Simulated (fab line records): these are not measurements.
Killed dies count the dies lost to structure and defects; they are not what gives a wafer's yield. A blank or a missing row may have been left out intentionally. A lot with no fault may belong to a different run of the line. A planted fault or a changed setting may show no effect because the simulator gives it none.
A struck lot beside a sound one || flow sky130 || 26 out of 708 route steps
Sound: wafers L202.1, L202.3, L202.4. Struck: wafers L216.3, L216.4, L216.5. At the end, the cause is stated.
For every step that has rows: the tool of each side, followed by ch and its chambers, followed by its first start. Under that, the readings that differ: sound wafers || struck wafers || difference of the means || sigmas: that difference in standard deviations of wafers without a fault.
alike: readings with means less than 2 such deviations apart, plus words and numbers identical on both sides. not compared: withheld readings, readings lacking a value on some wafer, bounds such as >300 that could conceal the same value, and numbers that have no deviation in the record and whose values overlap.
A row with sigmas, a row that says differs or no value, or rows on one side alone: a step with any of these is where the two part. Numbers that don't overlap but have no deviation are shown without sigmas and don't part them. A reading missing from all wafers of one side parts the sides only when that side holds two or more wafers.

SKY_PWDE_TW_MEAS_10:
  sound on film_metro-03, day 4 05:08; struck on film_metro-02, day 7 13:54
  alike: PWDE_TW
then, 7 steps without rows for these wafers: SKY_NWELL_DEHYDRATE_03 (time 60 s); SKY_NWELL_HMDS_04 (prime time 60 s); SKY_NWELL_COAT_05 (resist thk 3000 nm); SKY_NWELL_SOFTBAKE_06; SKY_NWELL_EXPOSE_07 (exposes mask NWM, target cd 840 nm); SKY_NWELL_PEB_08; SKY_NWELL_DEVELOP_09 (develop time 60 s).
SKY_NWELL_OVL_MEAS_10:
  sound on overlay-02, day 4 21:29; struck on overlay-02, day 8 09:49
  alike: NWELL_00_OVL
then, 3 steps without rows for these wafers: SKY_NWELL_IMPLANT_11; SKY_NWELL_IMPLANT_12; SKY_NWELL_IMPLANT_13.
SKY_NWELL_STRIP_14: strips in O2/N2.
  sound on plasma_asher-03 ch 0,1, day 4 21:58; struck on plasma_asher-01 ch 0,1, day 8 10:20
{"reading": "oes_product_au (a.u.)", "sound": "0.719 0.720 0.727", "struck": "0.925 0.918 0.929", "difference": "+0.202", "sigmas": "+46"}
{"reading": "strip_time_to_endpoint_s (s)", "sound": "36.88 36.82 36.79", "struck": "- - -", "difference": "no value on the struck wafers", "sigmas": ""}
{"reading": "model.coat_of_NWELL_COAT_05.thk_nm (nm)", "sound": "0 0 0", "struck": "1765 1767 1766", "difference": "+1766", "sigmas": ""}
  alike: chamber_pressure_mTorr, drypump_motor_current_A, n2_flow_sccm
  not compared: rf_hours_counter_h
SKY_NWELL_TW_MEAS_15:
  sound on film_metro-03, day 4 22:04; struck on film_metro-03, day 8 10:25
  alike: NWELL_TW
then, 7 steps without rows for these wafers: SKY_NWELL_DEHYDRATE_16 (time 60 s); SKY_NWELL_HMDS_17 (prime time 60 s); SKY_NWELL_COAT_18 (resist thk 3000 nm); SKY_NWELL_SOFTBAKE_19; SKY_NWELL_EXPOSE_20 (exposes mask NWM COMPLEMENT, target cd 840 nm); SKY_NWELL_PEB_21; SKY_NWELL_DEVELOP_22 (develop time 60 s).
SKY_NWELL_OVL_MEAS_23:
  sound on overlay-01, day 5 14:31; struck on overlay-02, day 9 07:37
  alike: NWELL_01_OVL
next, for these wafers, 1 step has no rows: SKY_NWELL_IMPLANT_24.
SKY_NWELL_STRIP_25: strips in O2/N2.
  sound on plasma_asher-01 ch 0,1, day 5 14:42; struck on plasma_asher-02 ch 0,1, day 9 07:50
{"reading": "strip_time_to_endpoint_s (s)", "sound": "36.96 36.95 36.94", "struck": "63.06 63.08 63.03", "difference": "+26.11", "sigmas": "+99 or more"}
  alike: chamber_pressure_mTorr, drypump_motor_current_A, n2_flow_sccm, oes_product_au
  not compared: rf_hours_counter_h
SKY_NWELL_TW_MEAS_26:
  sound on film_metro-03, day 5 14:48; struck on film_metro-03, day 9 07:55
{"reading": "NWELL_2_TW", "sound": "490.0 495.2 492.7", "struck": "30.0 30.1 30.2", "difference": -462.5, "sigmas": "-99 or more"}
then, 1 step without rows for these wafers: SKY_NWELL_CLEAN_27 (cleans in SC1/SC2, time 150 s).

WHERE THEY PART
Earliest at SKY_NWELL_STRIP_14; latest, in this record, at SKY_NWELL_TW_MEAS_26.

WHY: what the simulator had put in
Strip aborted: plasma_asher-01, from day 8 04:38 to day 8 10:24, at SKY_NWELL_STRIP_14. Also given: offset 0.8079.
